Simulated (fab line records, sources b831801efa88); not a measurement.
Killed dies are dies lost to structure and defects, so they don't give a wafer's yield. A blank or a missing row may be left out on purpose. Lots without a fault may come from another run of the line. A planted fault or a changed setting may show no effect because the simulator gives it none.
Chamber matching | flow gf180mcu | GF_PASSIVATION_CVD_00 on pecvd-01: 3 sister chambers
The step deposits SiO2 from TEOS, target thk 1000 nm, time 111.95 s. 6 wafers are shown with their chamber, then 12 later ones without.

WAFERS WITH THEIR CHAMBER
wafer  | chamber | heater_power_w (W)
L087.5 | 0       | 880
L088.5 | 2       | 656
L088.6 | 1       | 678
L090.1 | 0       | 753
L090.2 | 1       | 602
L090.3 | 2       | 781

WAFERS WITHOUT THEIR CHAMBER
wafer  | heater_power_w (W)
L090.4 | 631
L090.5 | 841
L090.6 | 677
L094.1 | 901
L094.2 | 701
L094.3 | 756
L094.4 | 738
L094.5 | 709
L094.6 | 759
L097.3 | 732
L097.5 | 860
L097.6 | 648

WHICH CHAMBER EACH WENT THROUGH
wafer  | from the rows above          | in truth
L090.4 | can't be placed: 1 or 2      | 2
L090.5 | can't be placed: 0 or 2      | 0
L090.6 | can't be placed: 1 or 2 or 0 | 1
L094.1 | can't be placed: 0 or 2      | 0
L094.2 | can't be placed: 2 or 1 or 0 | 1
L094.3 | can't be placed: 2 or 0 or 1 | 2
L094.4 | can't be placed: 2 or 0 or 1 | 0
L094.5 | can't be placed: 2 or 1 or 0 | 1
L094.6 | can't be placed: 2 or 0 or 1 | 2
L097.3 | can't be placed: 2 or 0 or 1 | 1
L097.5 | can't be placed: 0 or 2      | 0
L097.6 | can't be placed: 1 or 2      | 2
Placed correctly: 0 of 12. Can't be placed from these rows: 12 (the true chamber is among the candidates in 12). Placed wrongly: 0.
How it was worked out, from the rows above alone: a wafer's distance from a chamber is the root of the sum, over the readings, of the square of ((its reading less the chamber's mean) divided by the reading's scatter). The wafer belongs to the nearest chamber; if the next one is less than 2 further off, it can't be placed. A chamber's mean is the mean of its shown wafers. The scatter: the root of (the sum of the squares of (reading less its chamber's mean) over the shown wafers, divided by (wafers less chambers)).
